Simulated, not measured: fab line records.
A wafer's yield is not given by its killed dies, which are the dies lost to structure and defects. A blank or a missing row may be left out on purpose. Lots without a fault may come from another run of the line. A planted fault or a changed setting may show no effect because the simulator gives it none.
A single fault, viewed from 2 desks :: flow gf180mcu :: every desk sees just its own numbers, and what lay behind them comes last

== FROM THE METROLOGY DESK ==
Means of the sampled wafers that have a number, per lot and without regard to the tool the lot ran on: this is what the gauges read. Marked OUT: a lot whose mean sits more than 4 standard deviations from the usual mean, which makes it out of limits; the brackets give that distance.
Columns: A = INCOMING_BOW at GF_STI_BOW_MEAS_00, usual -1 um; B = STI_OXIDATION_02_THK at GF_STI_THK_MEAS_30, usual 10.00 nm; C = MVSD_OVL at GF_MVSD_OVL_MEAS_07, usual -0.4 nm
lot: L265
first seen here: day 1 10:00
A: -0
B: 9.95
C: -0.9

lot: L266
first seen here: day 1 15:00
A: 3
B: 9.79
C: -0.8

lot: L269
first seen here: day 2 06:00
A: -4
B: 3.77 (-39) OUT
C: -0.2

lot: L270
first seen here: day 2 11:00
A: -0
B: 3.70 (-39) OUT
C: -0.6

lot: L271
first seen here: day 2 16:00
A: 5
B: 9.93
C: -2.1

lot: L272
first seen here: day 2 21:00
A: 1
B: 3.69 (-39) OUT
C: -0.1

lot: L275
first seen here: day 3 12:01
A: 1
B: 9.94
C: -0.6

lot: L282
first seen here: day 4 23:00
A: -0
B: 10.13
C: -2.4

lot: L284
first seen here: day 5 09:00
A: 1
B: 10.13
C: -1.3

lot: L286
first seen here: day 5 19:00
A: 2
B: 10.17
C: -1.0

lot: L287
first seen here: day 6 00:00
A: 0
B: 10.09
C: 1.0

lot: L288
first seen here: day 6 05:01
A: 0
B: 10.13
C: 0.8
This desk finds L269, L270, L272 out of limits, with the earliest case on L269 at day 3 02:53 (STI_OXIDATION_02_THK at GF_STI_THK_MEAS_30). L265, L266, L271, L275, L282, L284, L286, L287, L288: within limits.

== FOR THE TOOL OWNER'S DESK: furnace-02 ==
The tool's own readings at GF_STI_OXIDATION_29 (stabilise 600 s, purge 300 s, target thk 10 nm): means of the sampled wafers that have a number, for each lot that ran on this tool. Marked OUT: a lot whose mean sits more than 4 standard deviations from the usual mean, which makes it out of limits; the brackets give that distance. Of its 8 readings 7 are shown: the one that was out of limits first, and those that lie furthest out on some lot.
Columns: A = spike_tc_bottom_C at GF_STI_OXIDATION_29, usual 918.0 C; B = spike_tc_centre_C at GF_STI_OXIDATION_29, usual 900.6 C; C = spike_tc_lower_C at GF_STI_OXIDATION_29, usual 901.2 C; D = spike_tc_top_C at GF_STI_OXIDATION_29, usual 910.2 C; E = spike_tc_upper_C at GF_STI_OXIDATION_29, usual 900.9 C; F = tube_center_temp_C at GF_STI_OXIDATION_29, usual 900 C; G = tube_center_temp_C_max at GF_STI_OXIDATION_29, usual 902.3
lot: L266
first seen here: day 2 11:50
A: 919.5
B: 899.6
C: 901.1
D: 907.6
E: 901.9
F: 900
G: 902.5

lot: L269
first seen here: day 3 01:29
A: 844.7 (-41) OUT
B: 823.3 (-52) OUT
C: 825.6 (-85) OUT
D: 833.4 (-32) OUT
E: 825.5 (-75) OUT
F: 824 (-99 or more) OUT
G: 826.3 (-99 or more) OUT

lot: L270
first seen here: day 3 07:07
A: 844.1 (-41) OUT
B: 825.3 (-50) OUT
C: 825.0 (-86) OUT
D: 834.0 (-32) OUT
E: 825.1 (-76) OUT
F: 824 (-99 or more) OUT
G: 827.2 (-99 or more) OUT

lot: L272
first seen here: day 3 19:19
A: 844.9 (-41) OUT
B: 824.9 (-50) OUT
C: 825.0 (-86) OUT
D: 833.5 (-32) OUT
E: 825.9 (-75) OUT
F: 824 (-99 or more) OUT
G: 826.8 (-99 or more) OUT

lot: L286
first seen here: day 6 16:55
A: 919.9
B: 899.0
C: 901.2
D: 908.2
E: 902.0
F: 900
G: 901.9

lot: L287
first seen here: day 6 22:05
A: 920.6
B: 898.7
C: 900.9
D: 908.4
E: 900.9
F: 900
G: 902.2
Finding of this desk: L269, L270, L272 out of limits; the first was L269 at day 3 01:29, on spike_tc_bottom_C at GF_STI_OXIDATION_29. L266, L286, L287: within limits.

== BROUGHT TOGETHER ==
The tool owner's desk could have raised an alarm at day 3 01:29, on L269, L270, L272.
At day 3 02:53 the metrology desk could have sounded an alarm, on L269, L270, L272.
On furnace-02, each named lot ran GF_STI_OXIDATION_29.

== WHAT THE SIMULATOR HAD INSERTED ==
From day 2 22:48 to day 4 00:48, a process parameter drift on furnace-02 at GF_STI_OXIDATION_29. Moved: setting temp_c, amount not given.
Struck lots among those shown: L269, L270, L272.
Fault start to first reading out of limits, in hours, per desk: tool owner, 3; metrology, 4.
